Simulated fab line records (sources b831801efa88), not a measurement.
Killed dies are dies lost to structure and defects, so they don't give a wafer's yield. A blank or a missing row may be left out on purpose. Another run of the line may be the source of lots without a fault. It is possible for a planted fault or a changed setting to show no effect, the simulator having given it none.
fab line records -- flow sfq_line
[record] lots = 6, wafers = 18, last_day = 92
route steps=325 shown L0@4 L0V@16 M0@28
lots that met no fault: taken from a fault-free run of the same line
start_h: the number of hours between the record's first day and the start of the first shown wafer of the lot -- wait_h: hours from the lot's prior step to this one -- " identical to the entry in the row above -- L1.1+2: a row that stands for several wafers -- - no value, or no start was given -- * or withheld: withheld -- < > ~ a bound
route shown NAME@n: names a module that has steps shown in the file, with the first one's number in the route -- usual: the fault-free wafers' mean and standard deviation -- same: alike in all rows -- chamber/n: place in a boat -- sites: readings site by site -- _std_site: the values' standard deviation -- _edge_site: mean of outer sites minus mean of inner sites -- radius_mm: for every site, how far away it sits from the centre of the wafer -- mask NAME#n: copy n -- behind: the last tool/chamber to shape the wafer -- hold: why the lot was held/for how many hours/how that ended -- device: names the non-switching transistor (n, p or np) -- end of line: the tests these same wafers got at the end of their route -- a step with no rows: only its recipe -- killed: count of dies lost to structure and defects at first sort (not the wafer's yield) -- map: shows each die of a wafer: x if killed, . if not, _ if none is there
set.NAME: the run value of the setting; set.NAME@STEP: its run value at that earlier step -- model.NAME: the simulator's own value behind a step, which no gauge read
lots seen at some steps along the route; tables by step, rows by wafer
services: from which hour (start_h, from the record's first day; less than 0 if before it) a tool's chamber was out of use, for how many hours, and why
[[steps]]
[step SFQ_L0_RS_MEAS_901]
[recipe] thk_meas_gauge = four-point-probe, reads = MoNx_KI_of_TRILAYER_L0_DEP_SPUTTER_003
[usual] L0_MONX_KI_RS = 43.5/0.38
lot.wafer,tool,chamber,start_h,wait_h,L0_MONX_KI_RS[ohm/sq]
L583.3,film_metro-04,-,17.60,0.1,43.8
L583.4,film_metro-04,-,17.60,0.1,43.5
L583.6,film_metro-04,-,17.60,0.1,43.5
L591.1,film_metro-03,-,57.56,0.0,43.5
L591.2,film_metro-03,-,57.56,0.0,43.6
L591.3,film_metro-03,-,57.56,0.0,43.0
L594.2,film_metro-03,-,72.58,0.1,43.3
L594.4,film_metro-03,-,72.58,0.1,43.6
L594.5,film_metro-03,-,72.58,0.1,43.5
L601.3,film_metro-04,-,107.60,0.1,43.3
L601.4,film_metro-04,-,107.60,0.1,43.3
L601.5,film_metro-04,-,107.60,0.1,43.4
L602.1,film_metro-04,-,112.56,0.0,44.1
L602.2,film_metro-04,-,112.56,0.0,43.8
L602.5,film_metro-04,-,112.56,0.0,43.7
L604.3,film_metro-04,-,122.60,0.1,43.5
L604.4,film_metro-04,-,122.60,0.1,44.0
L604.5,film_metro-04,-,122.60,0.1,44.2
[step SFQ_L0_THK_MEAS_902]
[recipe] thk_meas_gauge = xrf, reads = MoNx_KI_of_TRILAYER_L0_DEP_SPUTTER_003
[usual] L0_MONX_KI_THK = 40.3/0.36
lot.wafer,tool,chamber,start_h,wait_h,L0_MONX_KI_THK[nm]
L583.3,film_metro-04,-,17.70,0.1,40.1
L583.4,film_metro-04,-,17.70,0.1,40.4
L583.6,film_metro-04,-,17.70,0.1,40.5
L591.1,film_metro-03,-,57.68,0.1,40.2
L591.2,film_metro-03,-,57.68,0.1,40.1
L591.3,film_metro-03,-,57.68,0.1,40.9
L594.2,film_metro-03,-,72.69,0.1,40.6
L594.4,film_metro-03,-,72.69,0.1,40.1
L594.5,film_metro-03,-,72.69,0.1,40.2
L601.3,film_metro-04,-,107.70,0.1,40.7
L601.4,film_metro-04,-,107.70,0.1,40.6
L601.5,film_metro-04,-,107.70,0.1,40.6
L602.1,film_metro-04,-,112.68,0.1,39.9
L602.2,film_metro-04,-,112.68,0.1,40.1
L602.5,film_metro-04,-,112.68,0.1,40.2
L604.3,film_metro-04,-,122.70,0.1,40.5
L604.4,film_metro-04,-,122.70,0.1,40.1
L604.5,film_metro-04,-,122.70,0.1,39.9
[step SFQ_TRILAYER_L0_LITHO_COAT_010]
[recipe] resist = BARC, spin_rpm = 3000, resist_thk_nm = 62
[step SFQ_TRILAYER_L0_LITHO_COAT_005]
[recipe] resist = KrF, spin_rpm = 3000, resist_thk_nm = 600
[step SFQ_TRILAYER_L0_LITHO_SOFTBAKE_009]
[recipe] temp_c = withheld, time_s = withheld, resist = KrF
[step SFQ_TRILAYER_L0_LITHO_EXPOSE_006]
[recipe] mask_id = L0, na = 0.6, source_shape = conventional, sigma_outer = 0.65, target_cd_nm = 2000, dose_mj = 14.4
[step SFQ_TRILAYER_L0_LITHO_PEB_008]
[recipe] peb_temp_c = 115, peb_time_s = 60, resist = KrF
[step SFQ_TRILAYER_L0_LITHO_DEVELOP_007]
[recipe] time_s = 60, resist = KrF
[step SFQ_TRILAYER_L0_BARC_OPEN_METAL_ETCH_010]
[recipe] mask_material = PR, chemistry = O2, target_depth_nm = 125, target = BARC, icp_w = 600, bias_w = 80, pressure_mtorr = 10, time_s = 41.7
[usual] drypump_motor_current_A = 5.5/0.31, oes_product_au = 0.685/0.0049
lot.wafer,tool,chamber,start_h,wait_h,drypump_motor_current_A,oes_product_au,rf_hours_counter_h
L583.3,rie_metal-03,0,79.79,0.1,5.9,0.690,-
L583.4,rie_metal-03,1,79.79,0.1,5.2,0.690,-
L583.6,rie_metal-03,0,79.79,0.1,5.9,0.690,-
L591.1,rie_metal-01,1,132.55,0.1,6.0,0.692,171
L591.2,rie_metal-01,0,132.55,0.1,5.3,0.682,165
L591.3,rie_metal-01,0,132.55,0.1,5.3,0.689,-
L594.2,rie_metal-01,1,154.07,0.1,6.0,0.685,174
L594.4,rie_metal-01,0,154.07,0.1,5.3,0.689,-
L594.5,rie_metal-01,0,154.07,0.1,5.3,0.685,-
L601.3,rie_metal-03,1,200.99,0.1,5.2,0.686,-
L601.4,rie_metal-03,0,200.99,0.1,5.9,0.683,-
L601.5,rie_metal-03,0,200.99,0.1,5.9,0.686,-
L602.1,rie_metal-04,1,204.57,0.1,5.5,0.689,48
L602.2,rie_metal-04,0,204.57,0.1,5.4,0.683,104
L602.5,rie_metal-04,1,204.57,0.1,5.4,0.688,-
L604.3,rie_metal-03,0,216.59,0.1,5.9,0.687,-
L604.4,rie_metal-03,1,216.59,0.1,5.1,0.692,-
L604.5,rie_metal-03,1,216.59,0.1,5.2,0.688,-
[step SFQ_TRILAYER_L0_ETCH_METAL_ETCH_008]
[recipe] target = MoNx_KI, stop_on = SiO2, mask_material = PR, chemistry = SF6/O2, target_depth_nm = 50, icp_w = 600, bias_w = 80, pressure_mtorr = 10, time_s = 25
[step SFQ_TRILAYER_L0_STRIP_STRIP_009]
[recipe] gas = O2, power_w = 200, platen_temp_c = 40, overash_fraction = 0.65, chemistry = O2, pressure_mtorr = 50
[usual] drypump_motor_current_A = 5.5/0.31, oes_product_au = 1.003/0.013
lot.wafer,tool,chamber,start_h,wait_h,drypump_motor_current_A,oes_product_au,rf_hours_counter_h
L583.3,rie_metal-03,0,80.07,0.2,6.0,1.023,-
L583.4,rie_metal-03,1,80.07,0.2,5.2,0.987,-
L583.6,rie_metal-03,0,80.07,0.2,5.9,1.015,-
L591.1,rie_metal-01,1,132.65,0.0,6.0,1.013,171
L591.2,rie_metal-01,0,132.65,0.0,5.3,0.995,165
L591.3,rie_metal-01,0,132.65,0.0,5.3,0.986,-
L594.2,rie_metal-01,0,154.18,0.0,5.3,0.984,168
L594.4,rie_metal-01,0,154.18,0.0,5.3,0.978,-
L594.5,rie_metal-01,0,154.18,0.0,5.3,0.982,-
L601.3,rie_metal-03,1,201.28,0.2,5.2,0.986,-
L601.4,rie_metal-03,0,201.28,0.2,5.9,1.013,-
L601.5,rie_metal-03,0,201.28,0.2,5.9,1.018,-
L602.1,rie_metal-04,1,204.68,0.0,5.5,1.013,49
L602.2,rie_metal-04,0,204.68,0.0,5.4,1.013,104
L602.5,rie_metal-04,1,204.68,0.0,5.4,1.006,-
L604.3,rie_metal-03,0,216.88,0.2,5.9,1.023,-
L604.4,rie_metal-03,1,216.88,0.2,5.2,0.996,-
L604.5,rie_metal-03,1,216.88,0.2,5.2,0.997,-
[step SFQ_TRILAYER_L0_STRIP_SOLV_CLEAN_010]
[recipe] chemistry = NMP, temp_c = 70, time_s = 600
[step SFQ_TRILAYER_L0_CAP_PECVD_011]
[recipe] material = SiO2, temp_c = 150, time_s = 13.333, pressure_torr = 2.4, rf_w = 183.3, precursor = SiH4/N2O, target_thk_nm = 60
[usual] heater_power_w = 83/12, throttle_valve_pct = 24.9/1.5
lot.wafer,tool,chamber,start_h,wait_h,heater_power_w,throttle_valve_pct,model.SiO2_of_TRILAYER_L0_CAP_PECVD_011.thk_nm
L583.3,pecvd-03,0,80.86,0.0,105,23.6,59.38
L583.4,pecvd-03,0,80.86,0.0,103,23.8,60.34
L583.6,pecvd-03,1,80.86,0.0,98,23.8,60.1
L591.1,pecvd-03,2,133.43,0.0,94,25.0,61.06
L591.2,pecvd-03,1,133.43,0.0,94,24.3,59.72
L591.3,pecvd-03,0,133.43,0.0,105,23.6,32.44
L594.2,pecvd-03,1,155.15,0.0,88,24.1,59.12
L594.4,pecvd-03,2,155.15,0.0,89,25.3,32.99
L594.5,pecvd-03,0,155.15,0.0,108,23.4,61.57
L601.3,pecvd-01,2,201.85,0.0,81,24.5,59.76
L601.4,pecvd-01,1,201.85,0.0,74,23.4,61.06
L601.5,pecvd-01,0,201.85,0.0,81,23.9,61.91
L602.1,pecvd-01,2,205.45,0.0,83,24.5,58.56
L602.2,pecvd-01,1,205.45,0.0,66,23.3,59.17
L602.5,pecvd-01,0,205.45,0.0,84,23.6,61.71
L604.3,pecvd-04,2,217.45,0.0,69,25.3,57.68
L604.4,pecvd-04,0,217.45,0.0,72,25.9,59.24
L604.5,pecvd-04,1,217.45,0.0,88,28.5,59.05
[step SFQ_TRILAYER_L0_VIA_LITHO_COAT_018]
[recipe] resist = BARC, spin_rpm = 3000, resist_thk_nm = 62
[step SFQ_TRILAYER_L0_VIA_LITHO_COAT_013]
[recipe] resist = KrF, spin_rpm = 3000, resist_thk_nm = 650
[step SFQ_TRILAYER_L0_VIA_LITHO_SOFTBAKE_017]
[recipe] temp_c = withheld, time_s = withheld, resist = KrF
[step SFQ_TRILAYER_L0_VIA_LITHO_EXPOSE_014]
[recipe] mask_id = L0V, na = 0.6, source_shape = conventional, sigma_outer = 0.65, target_cd_nm = 700, dose_mj = 21.3
[step SFQ_TRILAYER_L0_VIA_LITHO_PEB_016]
[recipe] peb_temp_c = 115, peb_time_s = 60, resist = KrF
[step SFQ_TRILAYER_L0_VIA_LITHO_DEVELOP_015]
[recipe] time_s = 60, resist = KrF
[step SFQ_L0V_OVL_MEAS_903]
[usual] L0V_OVL = 0/5.1
lot.wafer,tool,chamber,start_h,wait_h,L0V_OVL[nm]
L583.3,overlay-02,-,166.09,0.1,1
L583.4,overlay-02,-,166.09,0.1,-2
L583.6,overlay-02,-,166.09,0.1,-2
L591.1,overlay-01,-,233.07,0.1,7
L591.2,overlay-01,-,233.07,0.1,1
L591.3,overlay-01,-,233.07,0.1,7
L594.2,overlay-01,-,259.47,0.1,-4
L594.4,overlay-01,-,259.47,0.1,-4
L594.5,overlay-01,-,259.47,0.1,-6
L601.3,overlay-02,-,308.46,0.1,5
L601.4,overlay-02,-,308.46,0.1,0
L601.5,overlay-02,-,308.46,0.1,5
L602.1,overlay-01,-,318.09,0.1,-2
L602.2,overlay-01,-,318.09,0.1,4
L602.5,overlay-01,-,318.09,0.1,2
L604.3,overlay-01,-,332.20,0.1,-8
L604.4,overlay-01,-,332.20,0.1,1
L604.5,overlay-01,-,332.20,0.1,-2
[step SFQ_TRILAYER_L0_VIA_BARC_OPEN_VIA_ETCH_021]
[recipe] mask_material = PR, chemistry = O2, target_depth_nm = 125, target = BARC, source_w = 500, bias_w = 80, pressure_mtorr = 30, time_s = 41.7
[usual] drypump_motor_current_A = 5.6/0.46, oes_product_au = 0.685/0.0049
lot.wafer,tool,chamber,start_h,wait_h,drypump_motor_current_A,oes_product_au,rf_hours_counter_h
L583.3,rie_diel-01,1,166.11,0.0,6.0,0.688,9
L583.4,rie_diel-01,2,166.11,0.0,5.7,0.677,3
L583.6,rie_diel-01,0,166.11,0.0,5.9,0.689,-
L591.1,rie_diel-03,0,233.10,0.0,5.3,0.683,45
L591.2,rie_diel-03,3,233.10,0.0,5.5,0.680,41
L591.3,rie_diel-03,1,233.10,0.0,4.8,0.681,2
L594.2,rie_diel-03,1,259.50,0.0,4.8,0.670,3
L594.4,rie_diel-03,3,259.50,0.0,5.5,0.687,41
L594.5,rie_diel-03,2,259.50,0.0,5.1,0.689,-
L601.3,rie_diel-03,1,308.48,0.0,4.8,0.691,3
L601.4,rie_diel-03,2,308.48,0.0,5.1,0.688,26
L601.5,rie_diel-03,1,308.48,0.0,4.8,0.679,-
L602.1,rie_diel-01,0,318.13,0.0,5.9,0.688,7
L602.2,rie_diel-01,3,318.13,0.0,4.9,0.690,76
L602.5,rie_diel-01,3,318.13,0.0,4.8,0.691,-
L604.3,rie_diel-03,0,332.22,0.0,5.3,0.683,46
L604.4,rie_diel-03,2,332.22,0.0,5.1,0.686,27
L604.5,rie_diel-03,1,332.22,0.0,4.8,0.691,-
[step SFQ_TRILAYER_L0_VIA_ETCH_VIA_ETCH_016]
[recipe] target = SiO2, stop_on = MoNx_KI, mask_material = PR, chemistry = CHF3, target_depth_nm = 80, source_w = 500, bias_w = 80, pressure_mtorr = 30, time_s = withheld
[usual] drypump_motor_current_A = 5.6/0.46, oes_product_au = 0.842/0.0092
lot.wafer,tool,chamber,start_h,wait_h,drypump_motor_current_A,oes_product_au,model.etch.depth_nm,model.L0V.feature_depth_nm
L583.3,rie_diel-01,1,166.15,0.0,6.1,0.834,59.38,59.38
L583.4,rie_diel-01,2,166.15,0.0,5.7,0.848,60.34,60.34
L583.6,rie_diel-01,0,166.15,0.0,5.9,0.842,60.1,60.1
L591.1,rie_diel-03,0,233.14,0.0,5.3,0.854,61.06,61.06
L591.2,rie_diel-03,3,233.14,0.0,5.5,0.838,59.72,59.72
L591.3,rie_diel-03,1,233.14,0.0,4.8,0.631,32.44,32.44
L594.2,rie_diel-03,1,259.54,0.0,4.8,0.831,59.12,59.12
L594.4,rie_diel-03,3,259.54,0.0,5.5,0.633,32.99,32.99
L594.5,rie_diel-03,2,259.54,0.0,5.1,0.852,61.57,61.57
L601.3,rie_diel-03,1,308.52,0.0,4.8,0.839,59.76,59.76
L601.4,rie_diel-03,2,308.52,0.0,5.1,0.853,61.06,61.06
L601.5,rie_diel-03,1,308.52,0.0,4.8,0.863,61.91,61.91
L602.1,rie_diel-01,0,318.17,0.0,5.9,0.839,58.56,58.56
L602.2,rie_diel-01,3,318.17,0.0,4.8,0.835,59.17,59.17
L602.5,rie_diel-01,3,318.17,0.0,4.8,0.858,61.71,61.71
L604.3,rie_diel-03,0,332.26,0.0,5.3,0.823,57.68,57.68
L604.4,rie_diel-03,2,332.26,0.0,5.1,0.839,59.24,59.24
L604.5,rie_diel-03,1,332.26,0.0,4.8,0.837,59.05,59.05
[step SFQ_TRILAYER_L0_VIA_STRIP_STRIP_017]
[recipe] gas = O2, power_w = 200, platen_temp_c = 40, overash_fraction = 0.65, chemistry = O2, pressure_mtorr = 50
[usual] drypump_motor_current_A = 5.6/0.41, oes_product_au = 1.005/0.015
lot.wafer,tool,chamber,start_h,wait_h,drypump_motor_current_A,oes_product_au,rf_hours_counter_h
L583.3,rie_metal-02,1,166.40,-,6.3,1.015,-
L583.4,rie_metal-02,0,166.40,-,5.5,1.002,-
L583.6,rie_metal-02,0,166.40,-,5.5,1.010,-
L591.1,rie_metal-02,0,233.19,-,5.5,1.006,72
L591.2,rie_metal-02,1,233.19,-,6.3,1.009,101
L591.3,rie_metal-02,1,233.19,-,6.3,1.006,-
L594.2,rie_metal-03,0,259.59,-,5.9,1.029,53
L594.4,rie_metal-03,1,259.59,-,5.2,0.986,-
L594.5,rie_metal-03,1,259.59,-,5.1,0.988,-
L601.3,rie_metal-03,1,308.77,-,5.2,0.993,-
L601.4,rie_metal-03,0,308.77,-,6.0,1.021,-
L601.5,rie_metal-03,0,308.77,-,5.9,1.019,-
L602.1,rie_metal-04,0,318.21,-,5.4,1.028,123
L602.2,rie_metal-04,1,318.21,-,5.5,0.994,68
L602.5,rie_metal-04,1,318.21,-,5.5,0.995,-
L604.3,rie_metal-04,1,332.51,-,5.5,0.988,-
L604.4,rie_metal-04,0,332.51,-,5.4,1.030,-
L604.5,rie_metal-04,0,332.51,-,5.4,1.025,-
[step SFQ_TRILAYER_L0_VIA_STRIP_SOLV_CLEAN_018]
[recipe] chemistry = NMP, temp_c = 70, time_s = 600
[step SFQ_TRILAYER_M0_DEP_PRE_CLEAN_020]
[recipe] gas = Ar, time_s = 15, bias_v = 250
lot.wafer,tool,chamber,start_h,wait_h,model.SiO2_of_TRILAYER_L0_CAP_PECVD_011.thk_nm
L583.3,pvd_sputter-03,-,166.97,0.0,54.38
L583.4,pvd_sputter-03,-,166.97,0.0,55.34
L583.6,pvd_sputter-03,-,166.97,0.0,55.1
L591.1,pvd_sputter-05,-,233.98,0.0,56.06
L591.2,pvd_sputter-05,-,233.98,0.0,54.73
L591.3,pvd_sputter-05,-,233.98,0.0,27.44
L594.2,pvd_sputter-05,-,260.36,0.0,54.12
L594.4,pvd_sputter-05,-,260.36,0.0,27.99
L594.5,pvd_sputter-05,-,260.36,0.0,56.57
L601.3,pvd_sputter-05,-,309.34,0.0,54.76
L601.4,pvd_sputter-05,-,309.34,0.0,56.06
L601.5,pvd_sputter-05,-,309.34,0.0,56.91
L602.1,pvd_sputter-03,-,319.00,0.0,53.56
L602.2,pvd_sputter-03,-,319.00,0.0,54.17
L602.5,pvd_sputter-03,-,319.00,0.0,56.71
L604.3,pvd_sputter-03,-,333.08,0.0,52.68
L604.4,pvd_sputter-03,-,333.08,0.0,54.24
L604.5,pvd_sputter-03,-,333.08,0.0,54.05
[step SFQ_TRILAYER_M0_DEP_SPUTTER_019]
[recipe] material = Nb, base_pressure_pa = 1.33e-06, chamber_pressure_pa = 0.1333, substrate_temp_c = 20, resputter_cathode_voltage_v = 400, target_thk_nm = 200, power_w = 2000, time_s = 133.3
[usual] throttle_valve_pct = 29.9/1.3
lot.wafer,tool,chamber,start_h,wait_h,throttle_valve_pct
L583.3,pvd_sputter-03,-,167.00,0.0,29.6
L583.4,pvd_sputter-03,-,167.00,0.0,30.8
L583.6,pvd_sputter-03,-,167.00,0.0,29.4
L591.1,pvd_sputter-05,-,234.01,0.0,31.2
L591.2,pvd_sputter-05,-,234.01,0.0,31.3
L591.3,pvd_sputter-05,-,234.01,0.0,31.1
L594.2,pvd_sputter-05,-,260.39,0.0,31.2
L594.4,pvd_sputter-05,-,260.39,0.0,31.1
L594.5,pvd_sputter-05,-,260.39,0.0,31.4
L601.3,pvd_sputter-05,-,309.37,0.0,31.2
L601.4,pvd_sputter-05,-,309.37,0.0,30.9
L601.5,pvd_sputter-05,-,309.37,0.0,31.6
L602.1,pvd_sputter-03,-,319.03,0.0,28.3
L602.2,pvd_sputter-03,-,319.03,0.0,30.7
L602.5,pvd_sputter-03,-,319.03,0.0,30.0
L604.3,pvd_sputter-03,-,333.11,0.0,28.0
L604.4,pvd_sputter-03,-,333.11,0.0,30.5
L604.5,pvd_sputter-03,-,333.11,0.0,28.0
[[services]]
tool,chamber,start_h,hours,kind
rie_diel-03,0,67.55,1.4,repair
rie_diel-01,-,67.99,2.7,repair
pecvd-03,-,73.83,5.5,pm
rie_diel-03,-,88.53,1.4,repair
pvd_sputter-05,-,102.09,0.8,repair
pvd_sputter-03,-,110.36,1.6,repair
rie_diel-01,2,111.04,8.3,repair
rie_metal-04,1,114.57,9.9,repair
rie_metal-04,0,138.44,10.4,repair
rie_diel-03,0,139.53,2.8,repair
pvd_sputter-03,-,143.00,3.4,repair
rie_metal-03,0,143.24,1.1,repair
rie_metal-01,0,158.80,15.6,repair
rie_metal-03,-,170.82,1.0,repair
rie_diel-03,0,179.47,6.9,repair
rie_diel-01,2,181.48,12.9,repair
rie_diel-03,2,197.24,8.3,repair
rie_metal-04,-,200.26,0.3,repair
rie_metal-03,0,220.16,9.1,repair
rie_diel-03,2,224.84,14.9,repair
rie_diel-03,0,252.73,3.6,repair
rie_metal-01,1,254.07,5.4,repair
rie_metal-01,0,313.05,14.9,repair
rie_diel-01,3,332.59,1.9,repair
[[key]]
[first_sign] step = SFQ_TRILAYER_L0_VIA_ETCH_VIA_ETCH_016, reading = oes_product_au, direction = down, sigmas = 23, usual = 0.842, struck = 0.632
effect none on later readings
[model_effect] step = SFQ_TRILAYER_L0_CAP_PECVD_011, value = SiO2_of_TRILAYER_L0_CAP_PECVD_011.thk_nm, without = 60.94, struck = 32.71
[model_effect] step = SFQ_TRILAYER_L0_VIA_ETCH_VIA_ETCH_016, value = etch.depth_nm, without = 60.94, struck = 32.71
[model_effect] step = SFQ_TRILAYER_M0_DEP_PRE_CLEAN_020, value = SiO2_of_TRILAYER_L0_CAP_PECVD_011.thk_nm, without = 55.94, struck = 27.71
met_at SFQ_TRILAYER_L0_CAP_PECVD_011
struck_wafers L591.3,L594.4
onset_between 80.86 133.43
[fault] kind = process_parameter_drift, tool = pecvd-03, chamber = -, onset_h = 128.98, steps = SFQ_TRILAYER_L0_CAP_PECVD_011, channel = target_thk_nm, offset = -28.228, shape = step, end_h = 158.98, scope = struck_wafers_only, acts_in = these_recipes_only, stated = 60
